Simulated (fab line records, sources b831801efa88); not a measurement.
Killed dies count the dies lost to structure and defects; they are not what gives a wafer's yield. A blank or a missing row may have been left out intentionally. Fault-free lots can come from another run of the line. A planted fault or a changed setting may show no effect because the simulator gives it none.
Which of the tools did it? ; flow sky130 ; Sampling: 11 lots, 33 wafers, 3 of 708 route steps

== WHAT EACH GAUGE READ, for each wafer ==
SKY_FIELD_ISO_THK_MEAS_25.
lot;measured;on;FIELD_ISO_CVD_24_THK (nm)
L303;day 3 01:50;film metro-03;587 589 586
L305;day 3 12:18;film metro-03;583 592 590
L306;day 3 15:39;film metro-01;603 597 592
L311;day 4 17:20;film metro-01;594 600 596
L313;day 5 03:45;film metro-01;603 613 613
L314;day 5 07:10;film metro-02;591 596 592
L315;day 5 13:52;film metro-03;598 585 596
L318;day 6 12:25;film metro-01;589 594 585
L320;day 6 18:46;film metro-01;606 600 598
L321;day 6 23:39;film metro-01;614 604 605
L322;day 7 03:16;film metro-02;606 599 600

== TOOL THAT RAN EACH LOT (tool first, then ch and the chambers of the sampled wafers, then the start) ==
lot;SKY_FIELD_ISO_ETCH_14;SKY_FIELD_ISO_ETCH_15
L303;rie diel-03 ch 0,1,2, day 2 22:31;rie diel-03 ch 0,1,2, day 2 22:33
L305;rie diel-02 ch 1,2,3, day 3 09:25;rie diel-02 ch 1,2,3, day 3 09:27
L306;rie diel-04 ch 0,3, day 3 13:49;rie diel-04 ch 0,3, day 3 13:51
L311;rie diel-02 ch 0,2,3, day 4 14:22;rie diel-02 ch 0,2,3, day 4 14:24
L313;rie diel-02 ch 0,1,3, day 5 01:49;rie diel-02 ch 0,1,3, day 5 01:51
L314;rie diel-04 ch 1,2, day 5 05:19;rie diel-04 ch 1,2, day 5 05:21
L315;rie diel-04 ch 1,2,3, day 5 10:11;rie diel-04 ch 1,2,3, day 5 10:13
L318;rie diel-04 ch 0,1, day 6 10:32;rie diel-04 ch 0,1, day 6 10:34
L320;rie diel-02 ch 0,1,2, day 6 16:16;rie diel-02 ch 0,1,2, day 6 16:18
L321;rie diel-03 ch 0,2,3, day 6 20:47;rie diel-03 ch 0,2,3, day 6 20:49
L322;rie diel-04 ch 0,1,2, day 6 23:55;rie diel-04 ch 0,1,2, day 6 23:57
- SKY_FIELD_ISO_ETCH_14: etches BARC in N2/H2, stops on SiO2, time 45.9 s, target depth 60 nm.
- SKY_FIELD_ISO_ETCH_15: etches the open film in CHF3/O2, stops on Si, target depth 180 nm, time 72 s.

== THE ANSWER, worked out from the rows above alone ==
Rule: the lots themselves supply what counts as usual. Put in order of their means at a reading, lots are off if they are a third of the lots or fewer, leave a main group of 4 or more, and stand apart from it by a gap of 3 or more times the standard deviation of the main group's means; of several such gaps the widest counts. A main group is skipped when, at the precision printed for the reading in the tables above, its means are all equal. Also off: a lot with no number at a reading for which 4 or more lots have one. Any other lot the step has rows for is counted as sound.
No lot is off at any reading shown: from this, nothing can be told.

== WHAT WAS PUT IN BY THE SIMULATOR ==
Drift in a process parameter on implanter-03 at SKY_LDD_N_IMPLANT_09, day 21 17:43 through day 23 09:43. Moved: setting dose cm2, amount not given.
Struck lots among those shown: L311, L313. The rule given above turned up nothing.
